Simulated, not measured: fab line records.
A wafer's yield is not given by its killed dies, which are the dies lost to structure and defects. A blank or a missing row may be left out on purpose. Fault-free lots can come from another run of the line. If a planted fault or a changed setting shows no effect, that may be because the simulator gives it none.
A lot that was struck, set against a sound lot / flow gf180mcu / 16 out of 602 route steps
Sound: the wafers L486.2, L486.4, L486.5. Struck: wafer L478.2 (L478.3, L478.5, from the same lot, were not struck and are left out); the cause is given at the end.
Each step with rows lists, per side, the tool, then ch with its chambers, then its first start. Under that, the readings that differ: sound wafers / struck wafers / difference of the means / sigmas: that difference in standard deviations of wafers without a fault.
alike: readings whose means differ by less than 2 such deviations, and words and numbers that are the same on both sides. not compared: withheld readings, readings that some wafer has no value for, bounds like >300 that may hide the same value, and numbers for which the record gives no deviation and whose values overlap.
A row with sigmas, a row that says differs or no value, or rows on one side alone: a step with any of these is where the two part. When numbers do not overlap yet have no deviation, they are printed without sigmas and do not part them. A reading missing from all wafers of one side parts the sides only when that side holds two or more wafers.

first, 1 step without rows for these wafers: GF_HV_LDD_DEVELOP_06 (develop time 60 s).
GF_HV_LDD_CD_MEAS_07 targets a cd of 400 nm.
  sound on cd sem-02, day 14 23:49; struck on cd sem-01, day 12 12:03
  alike: cd nm
GF_HV_LDD_OVL_MEAS_08:
  sound on overlay-01, day 14 23:55; struck on overlay-02, day 12 12:10
  alike: HV_LDD_OVL
then, 1 step without rows for these wafers: GF_HV_LDD_IMPLANT_09.
GF_HV_LDD_STRIP_10: strips in O2/N2.
  sound on plasma asher-04 ch 0,1, day 15 00:05; struck on plasma asher-01 ch 0, day 12 12:20
  alike: drypump motor current A, heater power w, oes product au, strip time to endpoint s
  not compared: rf hours counter h
GF_HV_LDD_TW_MEAS_11:
  sound on film metro-03, day 15 00:12; struck on film metro-03, day 12 12:27
  alike: HV_LDD_TW
then, 6 steps without rows for these wafers: GF_HV_LDD_DEHYDRATE_12 (time 60 s); GF_HV_LDD_HMDS_13 (prime time 60 s); GF_HV_LDD_COAT_14 (resist thk 1000 nm); GF_HV_LDD_SOFTBAKE_15 (time 60 s); GF_HV_LDD_EXPOSE_16 (exposes mask Pplus LV AREA, target cd 400 nm); GF_HV_LDD_PEB_17.
GF_HV_LDD_DEVELOP_18: develop time 60 s.
  sound on litho track-03 ch 0, day 15 22:07; struck on litho track-02 ch 0, day 13 06:49
  alike: chill plate temp C
GF_HV_LDD_CD_MEAS_19 targets a cd of 400 nm.
  sound on cd sem-01, day 15 22:15; struck on cd sem-01, day 13 07:14
reading=cd nm (nm); sound=398.6 397.5 397.3; struck=372.1; difference=-25.7; sigmas=-13
  not compared: hold
GF_HV_LDD_OVL_MEAS_20:
  sound on overlay-01, day 15 22:22; struck on overlay-02, day 13 08:46
reading=hold; sound=- - -; struck=await dispo/1.4h/release; difference=no value on the sound wafers; sigmas=
  alike: HV_LDD_01_OVL
then, 1 step without rows for these wafers: GF_PASSIVATION_PROBE_99.

## WHERE THEY PART
Last at GF_HV_LDD_OVL_MEAS_20 as far as this record goes, first at GF_HV_LDD_CD_MEAS_19.

WHY: what had been put in by the simulator
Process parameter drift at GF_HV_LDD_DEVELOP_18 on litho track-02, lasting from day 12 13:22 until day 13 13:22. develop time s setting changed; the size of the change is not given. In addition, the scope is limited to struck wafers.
